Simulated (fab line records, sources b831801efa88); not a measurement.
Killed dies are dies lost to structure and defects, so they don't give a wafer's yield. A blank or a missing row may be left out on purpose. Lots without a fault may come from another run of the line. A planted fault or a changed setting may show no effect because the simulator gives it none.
A struck lot beside a sound one | flow sky130 | 15 steps out of a route of 708
Sound: wafers L713.2, L713.4, L713.6. Struck: wafer L705.5. (L705.1 of the same lot was not struck and is left out.) The cause comes at the end.
At each step with rows: each side's tool, then ch and its chambers, then its first start. Under that, the readings that differ: sound wafers | struck wafers | difference of the means | sigmas: that difference in standard deviations of wafers without a fault.
alike: readings whose means differ by less than 2 such deviations, and words and numbers that are the same on both sides. not compared: withheld readings, readings that some wafer has no value for, bounds like >300 that may hide the same value, and numbers for which the record gives no deviation and whose values overlap.
The two part at a step that has a row with sigmas, a row that says differs or no value, or rows on one side only. Numbers that don't overlap but have no deviation are shown without sigmas and don't part them. A reading that every wafer of one side lacks parts them only if that side has two wafers or more.

first, 3 steps without rows for these wafers: SKY_LI_CONTACT_EXPOSE_09 (exposes mask LICM1, target cd 170 nm); SKY_LI_CONTACT_PEB_10; SKY_LI_CONTACT_DEVELOP_11 (develop time 60 s).
SKY_LI_CONTACT_CD_MEAS_12: target cd 170 nm.
  sound on cd_sem-02, day 35 07:04; struck on cd_sem-01, day 33 06:34
  alike: cd_nm
SKY_LI_CONTACT_OVL_MEAS_13:
  sound on overlay-01, day 35 07:10; struck on overlay-02, day 33 06:41
  reading             | sound    | struck | difference | sigmas
  LI_CONTACT_OVL (nm) | 14 13 15 | 1      | -13        | -3
SKY_LI_CONTACT_ETCH_14: etches BARC in N2/H2, stops on SiO2, time 45.9 s, target depth 60 nm.
  sound on rie_diel-03 ch 0,1,2, day 35 07:12; struck on rie_diel-02 ch 2, day 33 06:44
  alike: drypump_motor_current_A, oes_product_au, throttle_valve_pct
  not compared: rf_hours_counter_h
SKY_LI_CONTACT_ETCH_15: etches PSG in C4F8/O2/Ar, stops on Si, target depth 600 nm.
  sound on rie_diel-03 ch 0,1,2, day 35 07:14; struck on rie_diel-02 ch 2, day 33 06:46
  alike: oes_product_au
SKY_LI_CONTACT_STRIP_16: strips in O2/N2.
  sound on plasma_asher-02 ch 0,1, day 35 07:19; struck on plasma_asher-03 ch 1, day 33 06:51
  reading                     | sound       | struck | difference | sigmas
  drypump_motor_current_A (A) | 5.4 5.4 6.2 | 6.6    | +0.9       | +2
  alike: oes_product_au, strip_time_to_endpoint_s
  not compared: rf_hours_counter_h
then, 2 steps without rows for these wafers: SKY_LI_CONTACT_CLEAN_17 (cleans in NMP, time 600 s); SKY_LI_CONTACT_PRE_CLEAN_18 (time 5.6 s).
SKY_LI_CONTACT_SPUTTER_19: material Ti, target thk 20 nm, time 106.37 s.
  sound on pvd_sputter-04, day 35 07:38; struck on pvd_sputter-04, day 33 07:09
  alike: throttle_valve_pct
SKY_LI_CONTACT_SPUTTER_20: material TiN, target thk 20 nm, time 80 s.
  sound on pvd_sputter-04, day 35 07:43; struck on pvd_sputter-04, day 33 07:14
  alike: throttle_valve_pct
SKY_LI_CONTACT_CVD_21: deposits W, target thk 400 nm, time 120.56 s.
  sound on cvd_w-01 ch 0,1, day 35 07:46; struck on cvd_w-02 ch 0, day 33 07:17
  reading                                  | sound             | struck | difference | sigmas
  model.W_of_LI_CONTACT_CVD_21.thk_nm (nm) | 401.8 399.4 393.9 | 404.3  | +5.9       |
  alike: heater_power_w, susceptor_temp_C
SKY_LI_CONTACT_RS_MEAS_22: measures by four-point-probe.
  sound on film_metro-04, day 35 07:55; struck on film_metro-01, day 33 07:25
  alike: LI_CONTACT_W_RS
then, 1 step without rows for these wafers: SKY_PAD_OPEN_PROBE_99.

WHERE THEY PART
First at SKY_LI_CONTACT_OVL_MEAS_13; last, within this record, at SKY_LI_CONTACT_STRIP_16. Later steps at which nothing parts them and some readings are alike: SKY_LI_CONTACT_SPUTTER_19, SKY_LI_CONTACT_SPUTTER_20, SKY_LI_CONTACT_CVD_21, SKY_LI_CONTACT_RS_MEAS_22.

WHY: what the simulator had put in
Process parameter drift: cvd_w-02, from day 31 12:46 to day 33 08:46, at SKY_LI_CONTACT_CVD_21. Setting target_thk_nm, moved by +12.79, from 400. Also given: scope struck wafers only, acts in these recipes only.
